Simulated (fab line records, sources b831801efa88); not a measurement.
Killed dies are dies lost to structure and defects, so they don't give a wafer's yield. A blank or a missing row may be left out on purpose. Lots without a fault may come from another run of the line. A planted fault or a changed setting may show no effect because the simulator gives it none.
A struck lot beside a sound one | flow sky130 | 16 steps out of a route of 708
Sound: wafers L608.1, L608.3, L608.4. Struck: wafers L621.2, L621.4, L621.6. The cause comes at the end.
At each step with rows: each side's tool, then ch and its chambers, then its first start. Under that, the readings that differ: sound wafers | struck wafers | difference of the means | sigmas: that difference in standard deviations of wafers without a fault.
alike: readings whose means differ by less than 2 such deviations, and words and numbers that are the same on both sides. not compared: withheld readings, readings that some wafer has no value for, bounds like >300 that may hide the same value, and numbers for which the record gives no deviation and whose values overlap.
The two part at a step that has a row with sigmas, a row that says differs or no value, or rows on one side only. Numbers that don't overlap but have no deviation are shown without sigmas and don't part them. A reading that every wafer of one side lacks parts them only if that side has two wafers or more.

SKY_VIA3_CMP_02: polishes SiO2.
  sound on cmp-01 ch 0,2,3, day 40 15:53; struck on cmp-01 ch 2,3, day 44 04:43
  alike: motor_current_A
SKY_VIA3_BOW_MEAS_03:
  sound on film_metro-01, day 40 16:11; struck on film_metro-03, day 44 04:59
  alike: VIA3_BOW
then, 8 steps without rows for these wafers: SKY_VIA3_DEHYDRATE_04 (time 60 s); SKY_VIA3_HMDS_05 (prime time 60 s); SKY_VIA3_COAT_06 (resist thk 60 nm); SKY_VIA3_COAT_07 (resist thk 452.5 nm); SKY_VIA3_SOFTBAKE_08 (time 90 s); SKY_VIA3_EXPOSE_09 (exposes mask VIM3, target cd 200 nm); SKY_VIA3_PEB_10; SKY_VIA3_DEVELOP_11 (develop time 60 s).
SKY_VIA3_CD_MEAS_12: target cd 200 nm.
  sound on cd_sem-02, day 41 16:14; struck on cd_sem-01, day 45 04:10
  alike: cd_nm
SKY_VIA3_OVL_MEAS_13:
  sound on overlay-01, day 41 16:21; struck on overlay-01, day 45 04:17
  alike: VIA3_OVL
SKY_VIA3_ETCH_14: etches BARC in N2/H2, stops on SiO2, time 45.9 s, target depth 60 nm.
  sound on rie_diel-02 ch 0,1,2, day 41 16:23; struck on rie_diel-02 ch 0,1, day 45 04:19
  reading    | sound              | struck            | difference | sigmas
  bias_w (W) | 100.01 99.94 99.65 | 77.69 77.17 76.72 | -22.67     | -78
  alike: drypump_motor_current_A, oes_product_au, throttle_valve_pct
  not compared: rf_hours_counter_h, model.KrF-thick_of_VIA3_COAT_07.thk_nm
SKY_VIA3_ETCH_15: etches SiO2 in C4F8/O2/Ar, stops on TiN, target depth 507 nm, time 78 s.
  sound on rie_diel-02 ch 0,1,2, day 41 16:26; struck on rie_diel-02 ch 0,1, day 45 04:21
  alike: bias_w, oes_product_au
  not compared: rf_hours_counter_h, model.KrF-thick_of_VIA3_COAT_07.thk_nm
SKY_VIA3_STRIP_16: strips in O2/N2.
  sound on plasma_asher-01 ch 0,1, day 41 16:29; struck on plasma_asher-01 ch 1, day 45 04:25
  alike: drypump_motor_current_A, oes_product_au, strip_time_to_endpoint_s
  not compared: rf_hours_counter_h
-- the record jumps here: 5 days lie between the struck wafers' starts before and after (it left off in module VIA3 and takes up again in module PAD_OPEN, whose first step shown is number 708 of the route) --
SKY_PAD_OPEN_PROBE_99:
  sound on prober-02, day 47 14:44; struck on prober-02, day 50 09:57
  alike: defect_limited_yield, killed_at_M0_to_M3, killed_at_M4_up, killed_at_contacts, killed_at_front_end, killed_at_other, killed_dies, killed_open, killed_short, sort_bin_3_pad_short, sort_bin_5_function, sort_bin_6_memory, sort_n_pass, sort_yield_pct

WHERE THEY PART
Only at SKY_VIA3_ETCH_14, within this record. Later steps at which nothing parts them and some readings are alike: SKY_VIA3_ETCH_15, SKY_VIA3_STRIP_16, SKY_PAD_OPEN_PROBE_99.

WHY: what the simulator had put in
Process parameter drift: rie_diel-02, from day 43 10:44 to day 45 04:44, at SKY_VIA3_ETCH_14. Setting bias_w, moved by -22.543, from 100. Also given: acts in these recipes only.
